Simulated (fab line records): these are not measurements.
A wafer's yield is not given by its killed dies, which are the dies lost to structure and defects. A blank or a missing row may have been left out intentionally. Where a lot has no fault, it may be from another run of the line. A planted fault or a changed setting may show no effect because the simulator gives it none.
The same fault as seen by 2 desks    flow sky130    what lay behind the numbers comes last; until then each desk has only its own

== AT THE TOOL OWNER'S DESK: litho track-04 ==
The tool's own readings at SKY_METAL2_COAT_09 (resist thk 60 nm): means of the sampled wafers that have a number, for each lot that ran on this tool. If a lot's mean is further than 4 standard deviations from the usual mean, the lot is out of limits and carries the mark OUT (the distance appears in the brackets).
Columns: A = spin speed rpm at SKY_METAL2_COAT_09, usual 3000.0 rpm
lot   first seen here  A
L233  day 34 20:53     3000.2
L239  day 36 20:49     2893.0 (-49) OUT
L240  day 37 02:20     2897.0 (-47) OUT
L248  day 39 17:29     3001.3
L250  day 40 04:35     3000.7
L253  day 40 22:43     2998.5
L254  day 41 03:31     3000.4
L255  day 41 12:29     3000.3
Finding of this desk: L239, L240 out of limits; the first was L239 at day 36 20:49, on spin speed rpm at SKY_METAL2_COAT_09. L233, L248, L250, L253, L254, L255: within limits.

== THE METROLOGY DESK ==
What the gauges read, lot by lot, whatever tool the lot ran on: means of the sampled wafers that have a number. If a lot's mean is further than 4 standard deviations from the usual mean, the lot is out of limits and carries the mark OUT (the distance appears in the brackets).
Columns: A = VIA2_HDPCVD_THK at SKY_VIA2_THK_MEAS_01, usual 1187 nm
lot   first seen here  A
L233  day 35 10:24     1206
L235  day 36 00:57     1193
L239  day 37 11:37     1180
L240  day 37 16:08     1181
L242  day 38 16:18     1193
L248  day 40 06:48     1189
L249  day 40 13:22     1175
L250  day 40 17:36     1192
L251  day 41 02:40     1191
L253  day 41 11:39     1176
L254  day 41 16:27     1186
L255  day 42 02:38     1184
This desk's verdict: no lot among the 12 shows anything out of limits.

== PUT TOGETHER ==
At day 36 20:49, on L239, L240, the tool owner's desk was in a position to raise an alarm.
From the metrology desk's view, nothing was out of limits.
The metrology desk holds a record of L239, L240, inside its limits.
Of the lots named, all ran SKY_METAL2_COAT_09 on litho track-04.

== WHAT HAD BEEN PUT IN BY THE SIMULATOR ==
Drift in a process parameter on litho track-04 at SKY_METAL2_COAT_09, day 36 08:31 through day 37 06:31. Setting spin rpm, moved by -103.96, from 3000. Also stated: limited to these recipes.
Struck lots among those shown: L239, L240.
How many hours passed from the start of the fault until each desk's first out-of-limits reading: the tool owner's desk, 12.
